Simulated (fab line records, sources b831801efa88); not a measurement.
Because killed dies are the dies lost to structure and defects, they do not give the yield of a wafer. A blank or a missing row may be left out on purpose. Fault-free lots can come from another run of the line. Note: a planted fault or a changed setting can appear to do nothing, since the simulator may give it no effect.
Code-filled problem report in 8D (eight disciplines) form + flow sky130 + the parts of the form that need people (team, actions taken, sign-off) are left out

== 1. PROBLEM STATEMENT ==
Across 5 wafers from 3 lots, CONTACT_W_RS at SKY_CONTACT_RS_MEAS_25 averages 0.229 ohm/sq, while fault-free wafers read 0.336 ohm/sq with a standard deviation of 0.0037. That is -29 standard deviations from the usual mean.
The step: measures by four-point-probe.
Seen first at day 36 18:37 on film_metro-04, wafer L808.2. The record holds 33 wafers of 11 lots with a number at this step. The rule behind "out" and "out of limits": a value lying over 4 standard deviations away from the usual mean. Any other wafer with a number is counted as sound.

== 2. WHAT IT IS, AND WHAT IT ISN'T ==
| question                    | is                                     | is not                                                                    |
|-----------------------------|----------------------------------------|---------------------------------------------------------------------------|
| which readings at this step | CONTACT_W_RS                           | -                                                                         |
| which lots                  | L808, L809, L810                       | L792, L793, L795, L798, L799, L800, L804, L805                            |
| which wafers of those lots  | L808.2, L808.4, L809.1, L809.3, L810.1 | L808.5, L809.2, L810.2, L810.6                                            |
| read on which gauges        | film_metro-02, film_metro-04           | film_metro-01                                                             |
| when                        | from day 36 18:37                      | up to then (25 sound wafers); but 3 sound wafers of L809, L810 came after |

== 3. SUSPECTS, AND WHAT RULES EACH OUT ==
Counting: if a tool at a process step up to the reading ran every lot that is out, it stays a suspect. Sound lots after the first of them don't rule it out here, since some wafers of a struck lot are sound.
- the gauge at SKY_CONTACT_RS_MEAS_25: ruled out. 2 gauges (film_metro-02, film_metro-04) read the wafers that are out.
- cmp-02 at SKY_FIELD_ISO_CMP_27 (polishes, stops on Si3N4, t overpolish 16 s, target thk 457.8 nm): kept. Every lot that is out went through it, the first being L808 (day 5 20:40); the last sound lot it ran before that was L805 (day 5 06:29).
- cvd_w-01 at SKY_CONTACT_CVD_24 (deposits W, target thk 340 nm, time 102.12 s): kept. Every lot that is out went through it, the first being L808 (day 36 18:29); the last sound lot it ran before that was L804 (day 35 11:08).
- At SKY_CONTACT_CVD_24 on cvd_w-01, chamber 0 took the sound wafers of the same lots and chamber 1 took the wafers that are out.
Left after counting: cmp-02 at SKY_FIELD_ISO_CMP_27, cvd_w-01 at SKY_CONTACT_CVD_24.

== 4. THE CAUSE (what the simulator had put in) ==
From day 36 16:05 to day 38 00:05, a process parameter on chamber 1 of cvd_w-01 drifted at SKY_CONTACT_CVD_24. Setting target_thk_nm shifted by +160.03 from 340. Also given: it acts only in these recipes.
This tool is one of the 2 suspects left after counting.

== 5. SEQUENCE OF EFFECTS, ordered by route ==
One row per reading whose mean, taken over the struck wafers that have a number, lies over 3 standard deviations from the usual. Only readings whose record carries a usual standard deviation are examined. hours: median over the lots of the time between each lot's start at the first step of this table that gives one and its start at this step. sigmas: the change, counted in usual standard deviations.
| hours | step                    | reading            | usual        | on struck wafers | change | sigmas |
|-------|-------------------------|--------------------|--------------|------------------|--------|--------|
| 0     | SKY_CONTACT_RS_MEAS_25  | CONTACT_W_RS       | 0.336 ohm/sq | 0.229            | -0.107 | -29    |
| 0     | SKY_CONTACT_THK_MEAS_26 | CONTACT_W_THK      | 349 nm       | 518              | +169   | +31    |
| 0     | SKY_CONTACT_CMP_27      | time_to_endpoint_s | 83 s         | 119              | +36    | +9.6   |
It contains these process steps:
- SKY_CONTACT_CMP_27: polishes, stops on SiO2, t overpolish 15 s, target thk 0 nm.

== 6. WHAT WOULD HAVE CAUGHT IT SOONER ==
In this record the first reading out of limits at a measuring or inspecting step was taken at day 36 18:37, 3 hours after the fault began at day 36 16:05.
Of the tool readings at SKY_CONTACT_CVD_24 for which the record gives a usual standard deviation, none was out on any struck wafer, so an alarm limit of 4 standard deviations on them would not have fired.
Of the lots that are out (3), L809, L810 began SKY_CONTACT_CVD_24 on cvd_w-01 after day 36 18:37. A hold on the tool at that time would have spared those 2.
